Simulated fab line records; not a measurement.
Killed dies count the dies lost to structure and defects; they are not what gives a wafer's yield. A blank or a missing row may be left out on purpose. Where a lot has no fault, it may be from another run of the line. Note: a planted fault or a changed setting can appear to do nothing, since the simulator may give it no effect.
What tool caused it? | flow sky130 | 36 wafers from 12 lots sampled at 5 of the route's 708 steps

WHAT THE GAUGES SHOWED, per wafer
SKY_SD_N_OVL_MEAS_08. Usual: for SD_N_OVL the level is -0.5 nm and the standard deviation is 1.1.
lot  | measured     | on         | SD_N_OVL (nm)  | flag
L167 | day 27 18:11 | overlay-01 | 0.2 0.8 -0.7   |
L168 | day 28 14:18 | overlay-02 | 0.9 -0.9 0.1   |
L169 | day 29 02:08 | overlay-01 | 0.0 -0.8 -1.5  |
L171 | day 29 12:45 | overlay-01 | -0.9 -1.3 -0.9 |
L173 | day 30 03:49 | overlay-01 | -2.3 -1.7 -0.8 |
L175 | day 31 04:02 | overlay-02 | 1.1 -1.2 0.8   |
L179 | day 32 05:15 | overlay-01 | 0.9 -0.2 -0.7  |
L180 | day 32 11:30 | overlay-01 | 0.0 1.0 0.6    |
L185 | day 34 02:22 | overlay-02 | -1.5 -0.1 -0.3 |
L186 | day 34 12:36 | overlay-01 | -0.5 -0.8 -0.2 |
L187 | day 34 15:48 | overlay-02 | -2.7 -1.3 0.7  |
L189 | day 34 19:10 | overlay-02 | -0.5 -0.9 -2.4 |

SKY_LI_CONTACT_BOW_MEAS_03. Usual: for LI_CONTACT_BOW the level is 56 um and the standard deviation is 7.4.
lot  | measured     | on            | LI_CONTACT_BOW (um) | flag
L167 | day 27 19:46 | film metro-04 | 55 48 49            |
L168 | day 28 15:59 | film metro-01 | 58 50 65            |
L169 | day 29 03:43 | film metro-01 | 56 52 60            |
L171 | day 29 14:19 | film metro-04 | 71 57 57            |
L173 | day 30 05:24 | film metro-04 | 52 63 62            |
L175 | day 31 05:37 | film metro-03 | 62 49 58            |
L179 | day 32 06:49 | film metro-03 | 53 51 57            |
L180 | day 32 13:04 | film metro-01 | 58 75 57            |
L185 | day 34 03:56 | film metro-01 | 47 67 56            |
L186 | day 34 14:10 | film metro-03 | 52 61 60            |
L187 | day 34 17:22 | film metro-03 | 48 48 46            |
L189 | day 34 20:46 | film metro-03 | 53 56 57            |

SKY_LI_CONTACT_CD_MEAS_12: the cd target is 170 nm. Usual: cd nm 170.1 nm, standard deviation 1.3.
lot  | measured     | on        | cd nm (nm)        | flag
L167 | day 28 23:47 | cd sem-01 | 170.6 170.2 171.1 |
L168 | day 29 20:23 | cd sem-02 | 169.3 169.2 167.0 |
L169 | day 30 08:17 | cd sem-01 | 170.8 172.3 170.2 |
L171 | day 30 18:22 | cd sem-01 | 172.5 171.1 172.3 |
L173 | day 31 09:13 | cd sem-02 | 171.2 170.3 172.9 |
L175 | day 32 09:02 | cd sem-02 | 168.7 169.6 170.1 |
L179 | day 33 09:46 | cd sem-02 | 169.4 170.8 169.9 |
L180 | day 33 15:20 | cd sem-01 | 170.1 170.9 169.8 |
L185 | day 35 05:38 | cd sem-02 | 171.8 170.8 170.8 |
L186 | day 35 16:29 | cd sem-02 | 168.8 167.3 166.9 |
L187 | day 35 19:07 | cd sem-01 | 170.3 170.0 170.5 |
L189 | day 35 23:06 | cd sem-02 | 169.7 169.3 169.1 |

SKY_LI_CONTACT_OVL_MEAS_13. Usual: for LI_CONTACT_OVL the level is 0 nm and the standard deviation is 4.9.
lot  | measured     | on         | LI_CONTACT_OVL (nm) | flag
L167 | day 28 23:53 | overlay-01 | 6 -1 13             |
L168 | day 29 20:30 | overlay-01 | -2 1 5              |
L169 | day 30 08:23 | overlay-01 | 0 1 1               |
L171 | day 30 18:29 | overlay-02 | 3 -3 -5             |
L173 | day 31 09:19 | overlay-01 | 57 61 59            | OFF
L175 | day 32 09:08 | overlay-01 | 69 69 72            | OFF
L179 | day 33 09:53 | overlay-02 | 64 60 64            | OFF
L180 | day 33 15:27 | overlay-02 | -1 3 2              |
L185 | day 35 05:44 | overlay-01 | -4 2 -2             |
L186 | day 35 16:36 | overlay-01 | -1 -2 -2            |
L187 | day 35 19:14 | overlay-01 | 4 -1 5              |
L189 | day 35 23:11 | overlay-01 | 0 0 6               |

TOOL THAT RAN EACH LOT (tool first, then ch and the chambers of the sampled wafers, then the start)
lot  | SKY_LI_CONTACT_EXPOSE_09
L167 | krf scanner-01 ch 0, day 28 09:57
L168 | krf scanner-01 ch 0, day 29 06:31
L169 | krf scanner-02 ch 0, day 29 18:25
L171 | krf scanner-01 ch 0, day 30 04:50
L173 | krf scanner-02 ch 0, day 30 19:37
L175 | krf scanner-02 ch 0, day 31 19:54
L179 | krf scanner-02 ch 0, day 32 19:59
L180 | krf scanner-01 ch 0, day 33 02:31
L185 | krf scanner-01 ch 0, day 34 16:51
L186 | krf scanner-01 ch 0, day 35 03:20
L187 | krf scanner-01 ch 0, day 35 06:29
L189 | krf scanner-01 ch 0, day 35 10:25
- SKY_LI_CONTACT_EXPOSE_09: exposes mask LICM1, target cd 170 nm.

AS READ BY THE TOOLS THEMSELVES (means over the sampled wafers that have a number; for cases with no such wafer, the mark the record gives instead)
The record holds no such reading with a usual standard deviation.

THE ANSWER, worked out from the rows above alone
Rule: a lot counts as off when the mean over its wafers that have a number is more than 3 standard deviations away from the usual mean. A lot without any number at a reading at which 4 lots or more have one is off too. All remaining lots with rows at the step are treated as sound. Order of review: gauges by route order, followed by the tools' own readings, for which a lot's mean as printed above is used. The first step at which some lot is off is used, and at that step the reading that is off furthest; a lot without a number counts as furthest.
Off: L173, L175, L179, seen at SKY_LI_CONTACT_OVL_MEAS_13 (LI_CONTACT_OVL).
A tool fits if, at a process step before that reading, it ran every lot that is off, and no sound lot after the first of them. Those tools and the gauges at SKY_LI_CONTACT_OVL_MEAS_13 are tried in the same way. One fits: krf scanner-02 at SKY_LI_CONTACT_EXPOSE_09. A fault onset in the window from L169 (day 29 18:25, its last sound lot) to L173 (day 30 19:37, its first lot off) fits.

WHAT WAS PUT IN BY THE SIMULATOR
Scanner matching overlay: krf scanner-02, from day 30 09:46 on, at SKY_LI_CONTACT_EXPOSE_09. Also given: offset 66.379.
Lots struck among those shown: L173, L175, L179. The same result came from the rule above.
